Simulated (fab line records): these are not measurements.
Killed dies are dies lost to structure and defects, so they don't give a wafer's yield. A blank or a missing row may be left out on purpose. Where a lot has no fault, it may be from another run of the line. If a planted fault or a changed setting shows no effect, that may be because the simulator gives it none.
fab line records	flow gf180mcu
record: lots: 12	wafers: 36	last-day: 34
route steps=602 shown STI@3 DNWELL@40 NWELL@50 LVPWELL@61
lots that met no fault: from a run of the same line without faults
start-h: the number of hours between the record's first day and the start of the first shown wafer of the lot	wait-h: time in hours since the lot's previous step	" repeats the value in the row above	L1.1+2: a single row standing in for several wafers	- no value, or no start was given	* or withheld: withheld	< > ~ a bound
route shown NAME@n: a module of which the file shows steps, and the number in the route of the first	usual: mean/standard deviation of fault-free wafers	same: alike in all rows	chamber/n: place in a boat	sites: each site's reading	_std_site: how widely they spread, as a standard deviation	_edge_site: mean of outer sites minus mean of inner sites	radius-mm: for every site, how far away it sits from the centre of the wafer	mask NAME#n: copy n	behind: tool/chamber where the wafer was last shaped	hold: why the lot went on hold/how many hours it stayed there/how the hold came to an end	device: which transistor (n, p or np) failed to switch	end of line: at the end of the route, the tests of the same wafers	for a step that has no rows: nothing shown but its recipe	killed: not the wafer's yield, but the dies lost to structure and defects at the first sort	map: a wafer's dies, x killed, . not, _ none there
set.NAME: the run value of the setting; set.NAME@STEP: its run value at that earlier step	model.NAME: the simulator's own value behind a step, which no gauge read
a sample of lots followed through the steps of the route, with each step as a table and each wafer as a row
services: the hour from which a tool's chamber was out of use, counted from the record's first day as start-h (under 0 if before that day), plus the number of hours and why
== steps ==
step: GF_STI_THK_MEAS_02
recipe: reads: SiO2_of_STI_OXIDATION_01
usual: STI_OXIDATION_THK: 10.05/0.21
lot.wafer	tool	chamber	start-h	wait-h	STI_OXIDATION_THK[nm]
L381.1	film-metro-03	-	22.42	0.0	10.07
L381.3	"	-	"	"	10.28
L381.6	"	-	"	"	10.12
L382.1	film-metro-02	-	26.51	0.0	9.99
L382.5	"	-	"	"	10.00
L382.6	"	-	"	"	10.10
L383.1	film-metro-01	-	31.86	0.0	10.36
L383.3	"	-	"	"	10.12
L383.4	"	-	"	"	10.28
L384.1	film-metro-02	-	37.29	0.0	9.55
L384.3	"	-	"	"	9.74
L384.5	"	-	"	"	9.77
L385.1	film-metro-03	-	42.30	0.0	10.09
L385.3	"	-	"	"	10.27
L385.6	"	-	"	"	10.00
L391.1	film-metro-01	-	71.51	0.0	9.91
L391.4	"	-	"	"	10.00
L391.5	"	-	"	"	9.98
L393.4	film-metro-01	-	81.54	0.0	10.06
L393.5	"	-	"	"	10.00
L393.6	"	-	"	"	10.03
L396.4	film-metro-02	-	96.54	0.0	10.09
L396.5	"	-	"	"	10.14
L396.6	"	-	"	"	9.97
L398.2	film-metro-01	-	109.59	0.0	10.19
L398.5	"	-	"	"	10.35
L398.6	"	-	"	"	10.25
L399.2	film-metro-01	-	112.38	0.0	9.99
L399.4	"	-	"	"	10.06
L399.6	"	-	"	"	10.19
L400.4	film-metro-02	-	116.56	0.0	10.19
L400.5	"	-	"	"	10.08
L400.6	"	-	"	"	10.19
L401.1	film-metro-02	-	121.98	0.0	10.04
L401.3	"	-	"	"	10.24
L401.6	"	-	"	"	10.11
step: GF_DNWELL_STRIP_08
recipe: chemistry: O2/N2	power-w: 1400	pressure-mtorr: 1500	platen-temp-c: 250	o2-flow-sccm: 3000	n2-flow-sccm: 300	overash-fraction: 0.5
usual: drypump-motor-current-A: 5.7/0.52	heater-power-w: 313/49	n2-flow-sccm: 300.0/1.1	oes-product-au: 0.723/0.0044	strip-time-to-endpoint-s: 37.01/0.12
lot.wafer	tool	chamber	start-h	wait-h	drypump-motor-current-A	heater-power-w	n2-flow-sccm	oes-product-au	rf-hours-counter-h	strip-time-to-endpoint-s
L381.1	plasma-asher-02	1	53.12	0.1	5.6	291	297.6	0.730	41	36.88
L381.3	"	0	"	"	6.3	322	300.5	0.726	-	36.87
L381.6	"	0	"	"	6.2	320	301.3	0.721	-	36.86
L382.1	plasma-asher-01	1	58.37	0.1	4.9	297	297.3	0.712	40	37.20
L382.5	"	0	"	"	5.5	273	300.5	0.728	-	37.02
L382.6	"	1	"	"	4.9	293	299.4	0.722	-	37.21
L383.1	plasma-asher-03	0	63.72	0.1	5.9	461	301.6	0.728	44	37.13
L383.3	"	1	"	"	6.5	338	301.3	0.719	-	37.24
L383.4	"	0	"	"	6.0	445	301.9	0.719	-	37.15
L384.1	plasma-asher-02	0	70.42	0.1	6.3	317	301.3	0.722	43	36.97
L384.3	"	0	"	"	6.2	326	299.9	0.726	-	36.97
L384.5	"	1	"	"	5.5	283	299.8	0.732	-	37.07
L385.1	plasma-asher-02	1	76.12	0.1	5.6	290	300.9	0.730	44	37.06
L385.3	"	0	"	"	6.2	320	300.6	0.723	-	36.96
L385.6	"	1	"	"	5.5	292	301.1	0.720	-	37.08
L391.1	plasma-asher-03	0	106.90	0.1	5.9	444	301.7	0.724	49	36.89
L391.4	"	1	"	"	6.5	333	299.8	0.720	-	36.88
L391.5	"	0	"	"	5.9	441	300.7	0.726	-	36.78
L393.4	plasma-asher-01	0	115.81	0.1	5.5	286	300.1	0.728	-	37.01
L393.5	"	1	"	"	4.9	294	300.4	0.719	-	37.08
L393.6	"	0	"	"	5.5	271	298.9	0.720	-	37.00
L396.4	plasma-asher-02	1	133.15	0.1	5.5	301	300.1	0.717	-	36.91
L396.5	"	1	"	"	5.5	304	300.2	0.721	-	36.95
L396.6	"	0	"	"	6.2	316	299.4	0.723	-	37.00
L398.2	plasma-asher-02	1	146.27	0.1	5.5	303	300.4	0.723	3	36.97
L398.5	"	0	"	"	6.2	308	299.5	0.728	-	36.88
L398.6	"	1	"	"	5.5	305	301.7	0.718	-	36.99
L399.2	plasma-asher-03	0	152.32	0.1	6.0	447	301.4	0.726	53	37.02
L399.4	"	0	"	"	5.9	443	300.0	0.720	-	37.03
L399.6	"	0	"	"	5.9	455	300.9	0.723	-	37.12
L400.4	plasma-asher-02	0	156.58	0.1	6.2	304	301.4	0.728	-	37.12
L400.5	"	1	"	"	5.5	292	299.2	0.724	-	37.00
L400.6	"	0	"	"	6.2	316	301.1	0.720	-	37.11
L401.1	plasma-asher-01	0	159.39	0.1	5.6	276	299.7	0.712	50	37.18
L401.3	"	1	"	"	4.9	294	300.4	0.728	-	37.14
L401.6	"	0	"	"	5.6	268	300.4	0.723	-	37.23
step: GF_NWELL_IMPLANT_08
recipe: species: P	energy-kev: 450	dose-cm2: 1.5e+13	tilt-deg: 0
usual: beam-energy-keV: 450.02/0.16
lot.wafer	tool	chamber	start-h	wait-h	beam-energy-keV
L381.1	implanter-02	0	66.52	0.0	449.70
L381.3	"	0	"	"	449.78
L381.6	"	0	"	"	449.68
L382.1	implanter-02	0	71.92	0.0	449.98
L382.5	"	0	"	"	450.20
L382.6	"	0	"	"	450.10
L383.1	implanter-04	0	76.68	0.0	450.07
L383.3	"	0	"	"	450.06
L383.4	"	0	"	"	449.96
L384.1	implanter-03	0	84.13	0.0	449.84
L384.3	"	0	"	"	449.97
L384.5	"	0	"	"	449.86
L385.1	implanter-03	0	89.48	0.0	450.20
L385.3	"	0	"	"	450.13
L385.6	"	0	"	"	449.92
L391.1	implanter-02	0	121.67	0.0	509.89
L391.4	"	0	"	"	509.99
L391.5	"	0	"	"	509.99
L393.4	implanter-02	0	130.84	0.1	510.29
L393.5	"	0	"	"	510.39
L393.6	"	0	"	"	510.34
L396.4	implanter-04	0	147.79	0.1	450.25
L396.5	"	0	"	"	450.36
L396.6	"	0	"	"	450.22
L398.2	implanter-04	0	162.58	0.0	449.75
L398.5	"	0	"	"	449.98
L398.6	"	0	"	"	450.03
L399.2	implanter-03	0	168.61	0.0	449.97
L399.4	"	0	"	"	449.99
L399.6	"	0	"	"	450.03
L400.4	implanter-04	0	173.13	0.1	449.96
L400.5	"	0	"	"	449.89
L400.6	"	0	"	"	449.84
L401.1	implanter-04	0	175.26	0.0	450.38
L401.3	"	0	"	"	450.52
L401.6	"	0	"	"	450.33
step: GF_NWELL_TW_MEAS_11
usual: NWELL_TW: 1592/7
lot.wafer	tool	chamber	start-h	wait-h	NWELL_TW
L381.1	film-metro-03	-	66.92	0.1	1598
L381.3	"	-	"	"	1596
L381.6	"	-	"	"	1601
L382.1	film-metro-04	-	72.32	0.1	1596
L382.5	"	-	"	"	1591
L382.6	"	-	"	"	1596
L383.1	film-metro-03	-	77.08	0.1	1576
L383.3	"	-	"	"	1577
L383.4	"	-	"	"	1587
L384.1	film-metro-03	-	84.53	0.1	1578
L384.3	"	-	"	"	1587
L384.5	"	-	"	"	1586
L385.1	film-metro-04	-	89.88	0.1	1591
L385.3	"	-	"	"	1582
L385.6	"	-	"	"	1589
L391.1	film-metro-04	-	122.07	0.1	1611
L391.4	"	-	"	"	1612
L391.5	"	-	"	"	1604
L393.4	film-metro-04	-	131.20	0.1	1618
L393.5	"	-	"	"	1611
L393.6	"	-	"	"	1611
L396.4	film-metro-04	-	148.15	0.1	1588
L396.5	"	-	"	"	1592
L396.6	"	-	"	"	1599
L398.2	film-metro-02	-	162.97	0.1	1591
L398.5	"	-	"	"	1592
L398.6	"	-	"	"	1582
L399.2	film-metro-04	-	168.99	0.1	1590
L399.4	"	-	"	"	1584
L399.6	"	-	"	"	1590
L400.4	film-metro-03	-	173.49	0.1	1608
L400.5	"	-	"	"	1609
L400.6	"	-	"	"	1610
L401.1	film-metro-04	-	175.66	0.1	1603
L401.3	"	-	"	"	1590
L401.6	"	-	"	"	1588
step: GF_LVPWELL_OVL_MEAS_07
usual: LVPWELL_OVL: -0.7/1.4
lot.wafer	tool	chamber	start-h	wait-h	LVPWELL_OVL[nm]
L381.1	overlay-02	-	80.23	-	-1.9
L381.3	"	-	"	"	-3.5
L381.6	"	-	"	"	-4.0
L382.1	overlay-01	-	85.12	-	0.7
L382.5	"	-	"	"	-2.1
L382.6	"	-	"	"	1.4
L383.1	overlay-01	-	90.58	-	-1.8
L383.3	"	-	"	"	-0.6
L383.4	"	-	"	"	-2.4
L384.1	overlay-01	-	98.18	-	-1.0
L384.3	"	-	"	"	-0.2
L384.5	"	-	"	"	0.3
L385.1	overlay-01	-	104.03	-	-1.6
L385.3	"	-	"	"	-1.1
L385.6	"	-	"	"	-0.7
L391.1	overlay-02	-	137.08	-	1.4
L391.4	"	-	"	"	-0.6
L391.5	"	-	"	"	3.1
L393.4	overlay-02	-	145.26	-	-1.1
L393.5	"	-	"	"	-2.4
L393.6	"	-	"	"	0.4
L396.4	overlay-01	-	163.50	-	-1.8
L396.5	"	-	"	"	-3.1
L396.6	"	-	"	"	-2.4
L398.2	overlay-02	-	179.20	-	-0.3
L398.5	"	-	"	"	-0.1
L398.6	"	-	"	"	0.9
L399.2	overlay-01	-	184.69	-	0.1
L399.4	"	-	"	"	-2.1
L399.6	"	-	"	"	-2.0
L400.4	overlay-01	-	190.26	-	-1.8
L400.5	"	-	"	"	-1.5
L400.6	"	-	"	"	-1.6
L401.1	overlay-01	-	192.18	-	-1.5
L401.3	"	-	"	"	0.6
L401.6	"	-	"	"	0.3
step: GF_VT_IMPLANT_RS_MEAS_47
recipe: thk-meas-gauge: four-point-probe
usual: NWELL_RS: 487.6/1.6
lot.wafer	tool	chamber	start-h	wait-h	NWELL_RS[ohm/sq]
L381.1	film-metro-04	-	171.05	0.1	487.9
L381.3	"	-	"	"	488.0
L381.6	"	-	"	"	486.0
L382.1	film-metro-04	-	176.85	0.1	487.8
L382.5	"	-	"	"	487.4
L382.6	"	-	"	"	486.4
L383.1	film-metro-02	-	183.42	0.1	488.9
L383.3	"	-	"	"	490.0
L383.4	"	-	"	"	489.0
L384.1	film-metro-03	-	192.45	0.1	486.2
L384.3	"	-	"	"	487.6
L384.5	"	-	"	"	486.3
L385.1	film-metro-02	-	199.66	0.1	487.6
L385.3	"	-	"	"	486.9
L385.6	"	-	"	"	486.1
L391.1	film-metro-02	-	238.85	0.1	476.9
L391.4	"	-	"	"	477.4
L391.5	"	-	"	"	476.2
L393.4	film-metro-03	-	250.35	0.1	473.5
L393.5	"	-	"	"	474.8
L393.6	"	-	"	"	474.8
L396.4	film-metro-03	-	270.62	0.1	486.5
L396.5	"	-	"	"	486.5
L396.6	"	-	"	"	486.7
L398.2	film-metro-02	-	289.73	0.1	486.5
L398.5	"	-	"	"	486.8
L398.6	"	-	"	"	488.8
L399.2	film-metro-04	-	296.36	0.1	487.5
L399.4	"	-	"	"	490.2
L399.6	"	-	"	"	488.6
L400.4	film-metro-03	-	304.47	0.1	487.4
L400.5	"	-	"	"	489.0
L400.6	"	-	"	"	488.3
L401.1	film-metro-03	-	305.02	0.1	484.2
L401.3	"	-	"	"	486.1
L401.6	"	-	"	"	484.9
== services ==
tool	chamber	start-h	hours	kind
implanter-04	-	47.54	3.0	pm
plasma-asher-02	-	55.86	1.6	repair
plasma-asher-02	-	108.75	9.0	pm
plasma-asher-02	0	108.75	9.0	vent-cycle
plasma-asher-02	1	108.75	9.0	vent-cycle
implanter-02	-	114.95	4.1	pm
plasma-asher-02	0	117.75	-	clean
plasma-asher-02	1	117.75	-	clean
implanter-03	-	123.46	16.2	repair
plasma-asher-03	-	126.66	8.8	repair
plasma-asher-02	-	156.70	4.9	repair
implanter-02	-	161.32	2.3	repair
implanter-02	-	161.43	5.5	repair
plasma-asher-03	-	162.32	0.4	repair
== key ==
first-sign: step: GF_NWELL_IMPLANT_08	reading: beam-energy-keV	direction: up	sigmas: 99+	usual: 450.02	struck: 510.15
effect: step: GF_NWELL_TW_MEAS_11	reading: NWELL_TW	direction: up	sigmas: 2.7	usual: 1592	struck: 1611
effect: step: GF_VT_IMPLANT_RS_MEAS_47	reading: NWELL_RS	direction: down	sigmas: 7.7	usual: 487.6	struck: 475.6
met-at GF_NWELL_IMPLANT_08
struck-lots L391,L393
tester-left-out L391,L393
not-acting-at GF_STI_THK_MEAS_02,GF_DNWELL_STRIP_08,GF_LVPWELL_OVL_MEAS_07
onset-between 71.92 121.67
fault: kind: process-parameter-drift	tool: implanter-02	chamber: -	onset-h: 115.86	steps: GF_NWELL_IMPLANT_08	channel: energy-kev	offset: 60.113	shape: step	end-h: 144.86	acts-in: these-recipes-only	stated: 450
tester-left-out: of these lots the tester's yield and bins aren't shown, on N5 and GAA mostly nor the transistor test; their killed dies are dies lost to structure and defects alone, not to doping, threshold or leakage, so they don't give the yield
